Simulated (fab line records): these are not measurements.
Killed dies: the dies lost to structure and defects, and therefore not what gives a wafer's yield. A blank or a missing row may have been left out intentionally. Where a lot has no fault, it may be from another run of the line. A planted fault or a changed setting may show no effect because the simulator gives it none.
Which tool is to blame? + flow gf180mcu + 36 wafers from 12 lots sampled at 5 of the route's 602 steps

== WHAT THE GAUGES SHOWED, per wafer ==
GF_VT_IMPLANT_OVL_MEAS_40.
| lot  | measured     | on         | VT_IMPLANT_03_OVL (nm) |
|------|--------------|------------|------------------------|
| L432 | day 7 12:33  | overlay-01 | -2.7 -1.1 -4.2         |
| L433 | day 7 18:22  | overlay-02 | -0.1 -1.2 -1.2         |
| L434 | day 7 21:57  | overlay-02 | -2.7 -1.5 -1.5         |
| L435 | day 8 09:43  | overlay-02 | -4.2 -2.1 -1.7         |
| L436 | day 8 15:24  | overlay-02 | 0.4 1.5 -0.9           |
| L438 | day 9 04:16  | overlay-01 | -3.5 -3.0 -3.7         |
| L439 | day 9 09:13  | overlay-01 | -2.3 -2.3 -2.4         |
| L440 | day 9 15:00  | overlay-02 | 0.8 -0.4 0.6           |
| L441 | day 10 01:51 | overlay-01 | 1.1 0.3 -0.4           |
| L442 | day 10 06:18 | overlay-02 | 0.7 0.3 -0.6           |
| L447 | day 11 15:51 | overlay-02 | 0.5 0.4 1.5            |
| L450 | day 12 12:15 | overlay-02 | 2.5 -0.1 1.5           |

GF_POLY_GATE_THK_MEAS_01.
| lot  | measured     | on            | POLY_GATE_CVD_00_THK (nm) |
|------|--------------|---------------|---------------------------|
| L432 | day 8 11:53  | film_metro-04 | 200.8 202.5 199.9         |
| L433 | day 8 16:35  | film_metro-01 | 199.1 200.1 197.8         |
| L434 | day 8 21:24  | film_metro-02 | 196.4 198.2 198.9         |
| L435 | day 9 07:54  | film_metro-04 | 198.7 200.1 199.9         |
| L436 | day 9 14:27  | film_metro-04 | 197.0 196.5 195.4         |
| L438 | day 10 04:29 | film_metro-04 | 202.2 198.4 200.6         |
| L439 | day 10 09:10 | film_metro-02 | 200.0 200.4 199.0         |
| L440 | day 10 14:19 | film_metro-01 | 201.5 198.4 200.7         |
| L441 | day 11 00:31 | film_metro-01 | 199.5 200.2 201.2         |
| L442 | day 11 05:34 | film_metro-02 | 199.3 200.1 200.9         |
| L447 | day 12 17:48 | film_metro-02 | 199.6 198.1 197.8         |
| L450 | day 13 14:36 | film_metro-01 | 252.8 252.5 252.2         |

== TOOL THAT RAN EACH LOT (tool first, then ch and the chambers of the sampled wafers, then the start) ==
| lot  | GF_VT_IMPLANT_STRIP_09               | GF_DUAL_GATE_STRIP_13                | GF_POLY_GATE_CVD_00         |
|------|--------------------------------------|--------------------------------------|-----------------------------|
| L432 | plasma_asher-01 ch 0,1, day 5 15:40  | plasma_asher-03 ch 0,1, day 8 07:32  | lpcvd-01 ch 0, day 8 10:34  |
| L433 | plasma_asher-01 ch 0, day 5 20:11    | plasma_asher-01 ch 0,1, day 8 13:32  | lpcvd-02 ch 1, day 8 15:14  |
| L434 | plasma_asher-02 ch 0,1, day 6 00:14  | plasma_asher-01 ch 0,1, day 8 17:40  | lpcvd-01 ch 0, day 8 20:04  |
| L435 | plasma_asher-04 ch 0,1, day 6 09:26  | plasma_asher-04 ch 0,1, day 9 04:41  | lpcvd-01 ch 1, day 9 06:34  |
| L436 | plasma_asher-02 ch 0,1, day 6 15:29  | plasma_asher-04 ch 0,1, day 9 10:14  | lpcvd-01 ch 0, day 9 13:07  |
| L438 | plasma_asher-02 ch 0,1, day 7 03:31  | plasma_asher-04 ch 0,1, day 9 23:42  | lpcvd-02 ch 1, day 10 02:27 |
| L439 | plasma_asher-02 ch 0,1, day 7 08:38  | plasma_asher-03 ch 0,1, day 10 05:43 | lpcvd-02 ch 1, day 10 07:49 |
| L440 | plasma_asher-02 ch 0,1, day 7 13:26  | plasma_asher-01 ch 0,1, day 10 11:11 | lpcvd-02 ch 0, day 10 12:59 |
| L441 | plasma_asher-01 ch 0,1, day 7 22:05  | plasma_asher-03 ch 1, day 10 21:28   | lpcvd-02 ch 0, day 10 23:10 |
| L442 | plasma_asher-02 ch 0,1, day 8 04:11  | plasma_asher-03 ch 0,1, day 11 02:31 | lpcvd-02 ch 1, day 11 04:14 |
| L447 | plasma_asher-01 ch 1, day 9 10:35    | plasma_asher-04 ch 0,1, day 12 13:37 | lpcvd-01 ch 0, day 12 16:28 |
| L450 | plasma_asher-04 ch 0,1, day 10 04:41 | plasma_asher-01 ch 0,1, day 13 11:34 | lpcvd-01 ch 0, day 13 13:16 |
- GF_VT_IMPLANT_STRIP_09: strips in O2/N2.
- GF_DUAL_GATE_STRIP_13: strips in O2/N2.
- GF_POLY_GATE_CVD_00: deposits poly-Si, target thk 200 nm, time 1200 s.

== AS READ BY THE TOOLS THEMSELVES (means over the sampled wafers that have a number; for cases with no such wafer, the mark the record gives instead) ==
GF_VT_IMPLANT_STRIP_09.
| lot  | tool            | drypump_motor_current_A (A) | heater_power_w (W) | oes_product_au (a.u.) | strip_time_to_endpoint_s (s) |
|------|-----------------|-----------------------------|--------------------|-----------------------|------------------------------|
| L432 | plasma_asher-01 | 6.0                         | 351                | 0.714                 | 12.63                        |
| L433 | plasma_asher-01 | 6.3                         | 376                | 0.718                 | 12.59                        |
| L434 | plasma_asher-02 | 5.6                         | 323                | 0.717                 | 12.65                        |
| L435 | plasma_asher-04 | 5.6                         | 336                | 0.712                 | 12.66                        |
| L436 | plasma_asher-02 | 5.7                         | 355                | 0.721                 | 12.67                        |
| L438 | plasma_asher-02 | 5.6                         | 329                | 0.713                 | 12.64                        |
| L439 | plasma_asher-02 | 5.6                         | 322                | 0.720                 | 12.63                        |
| L440 | plasma_asher-02 | 5.7                         | 347                | 0.713                 | 12.62                        |
| L441 | plasma_asher-01 | 5.8                         | 334                | 0.720                 | 12.62                        |
| L442 | plasma_asher-02 | 5.5                         | 319                | 0.716                 | 12.61                        |
| L447 | plasma_asher-01 | 5.5                         | 312                | 0.714                 | 12.64                        |
| L450 | plasma_asher-04 | 5.5                         | 338                | 0.717                 | 12.63                        |

GF_DUAL_GATE_STRIP_13.
| lot  | tool            | drypump_motor_current_A (A) | heater_power_w (W) | oes_product_au (a.u.) | strip_time_to_endpoint_s (s) |
|------|-----------------|-----------------------------|--------------------|-----------------------|------------------------------|
| L432 | plasma_asher-03 | 6.3                         | 319                | 0.716                 | 12.67                        |
| L433 | plasma_asher-01 | 5.8                         | 327                | 0.714                 | 12.56                        |
| L434 | plasma_asher-01 | 6.0                         | 345                | 0.711                 | 12.64                        |
| L435 | plasma_asher-04 | 5.5                         | 311                | 0.713                 | 12.59                        |
| L436 | plasma_asher-04 | 5.5                         | 311                | 0.716                 | 12.68                        |
| L438 | plasma_asher-04 | 5.5                         | 341                | 0.714                 | 12.64                        |
| L439 | plasma_asher-03 | 6.3                         | 325                | 0.715                 | 12.64                        |
| L440 | plasma_asher-01 | 6.0                         | 350                | 0.714                 | 12.63                        |
| L441 | plasma_asher-03 | 5.9                         | 335                | 0.715                 | 12.66                        |
| L442 | plasma_asher-03 | 6.1                         | 330                | 0.712                 | 12.64                        |
| L447 | plasma_asher-04 | 5.6                         | 336                | 0.712                 | 12.62                        |
| L450 | plasma_asher-01 | 6.0                         | 349                | 0.710                 | 12.58                        |

GF_POLY_GATE_CVD_00.
| lot  | tool     | spike_tc_upper_C (C) |
|------|----------|----------------------|
| L432 | lpcvd-01 | 619.8                |
| L433 | lpcvd-02 | 621.3                |
| L434 | lpcvd-01 | 621.2                |
| L435 | lpcvd-01 | 620.4                |
| L436 | lpcvd-01 | 620.6                |
| L438 | lpcvd-02 | 622.1                |
| L439 | lpcvd-02 | 620.7                |
| L440 | lpcvd-02 | 620.5                |
| L441 | lpcvd-02 | 619.1                |
| L442 | lpcvd-02 | 621.1                |
| L447 | lpcvd-01 | 620.7                |
| L450 | lpcvd-01 | 620.7                |

== THE ANSWER, worked out from the rows above alone ==
Rule: what is usual is taken from the lots themselves. Put in order of their means at a reading, lots are off if they are a third of the lots or fewer, leave a main group of 4 or more, and stand apart from it by a gap of 3 or more times the standard deviation of the main group's means; of several such gaps the widest counts. The tables above print the reading to a certain number of digits; a main group whose means all agree to those digits is not used. A lot without any number at a reading at which 4 lots or more have one is off too. All remaining lots with rows at the step are treated as sound. After the gauges, taken in route order, come the tools' own readings; for these a lot's mean is taken, as printed above. At the first step where some lot is off, the reading lying furthest off is the one used; lots without a number count as furthest.
Off: L450, at GF_POLY_GATE_THK_MEAS_01 (POLY_GATE_CVD_00_THK). The main group: mean 199.4 nm, standard deviation 1.3.
If a tool, at a process step before that reading, ran all the lots that are off and no sound lot after the first of them, it fits. Gauges at GF_POLY_GATE_THK_MEAS_01: tried the same way as those tools. Can't be told from this: 4 tools fit, plasma_asher-04 at GF_VT_IMPLANT_STRIP_09, plasma_asher-01 at GF_DUAL_GATE_STRIP_13, lpcvd-01 at GF_POLY_GATE_CVD_00, film_metro-01 at GF_POLY_GATE_THK_MEAS_01.

== WHAT THE SIMULATOR HAD INSERTED ==
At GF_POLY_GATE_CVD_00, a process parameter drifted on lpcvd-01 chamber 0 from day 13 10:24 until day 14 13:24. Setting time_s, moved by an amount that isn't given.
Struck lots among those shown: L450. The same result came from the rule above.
